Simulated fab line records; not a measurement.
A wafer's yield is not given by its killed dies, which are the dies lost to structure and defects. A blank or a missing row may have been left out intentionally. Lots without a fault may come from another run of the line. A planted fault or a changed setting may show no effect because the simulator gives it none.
Chamber matching ; flow gf180mcu ; 3 sister chambers for GF_POLY_GATE_ETCH_13 on rie si-02
The step etches poly-Si in HBr/Cl2, stops on SiO2, target depth 198.5 nm, time 69.6 s. 6 wafers are shown with their chamber, then 7 later ones without.

== WAFERS, EACH WITH ITS CHAMBER ==
wafer;chamber;drypump motor current A (A);oes product au (a.u.)
L759.4;3;6.0;1.001
L773.2;3;6.1;0.996
L774.5;1;5.9;0.977
L774.6;2;5.0;0.983
L775.2;1;5.9;0.965
L775.4;2;5.0;0.987

== WAFERS WITHOUT THEIR CHAMBER ==
wafer;drypump motor current A (A);oes product au (a.u.)
L775.6;5.0;0.984
L778.2;5.0;0.993
L778.3;6.1;1.008
L778.4;5.9;0.971
L779.2;5.0;0.986
L779.4;6.0;0.999
L779.5;6.0;0.997

== THE CHAMBER EACH PASSED THROUGH ==
wafer;from the rows above;in truth
L775.6;2;2
L778.2;2;2
L778.3;3;3
L778.4;1;1
L779.2;2;2
L779.4;3;3
L779.5;3;3
Correct placement for 7 of the 7. From these rows, 0 cannot be placed. 0 placed wrongly.
How it was worked out, from the rows above alone: a wafer's distance from a chamber is the root of the sum, over the readings, of the square of ((its reading less the chamber's mean) divided by the reading's scatter). If the next closest chamber is less than 2 further off than the closest, the wafer can't be placed; otherwise it belongs to the closest. Each chamber's mean is taken over the wafers shown for it. How the scatter is found: for the shown wafers, subtract from each reading the mean of its chamber, square and add these, divide the total by (wafers less chambers), then take the root.
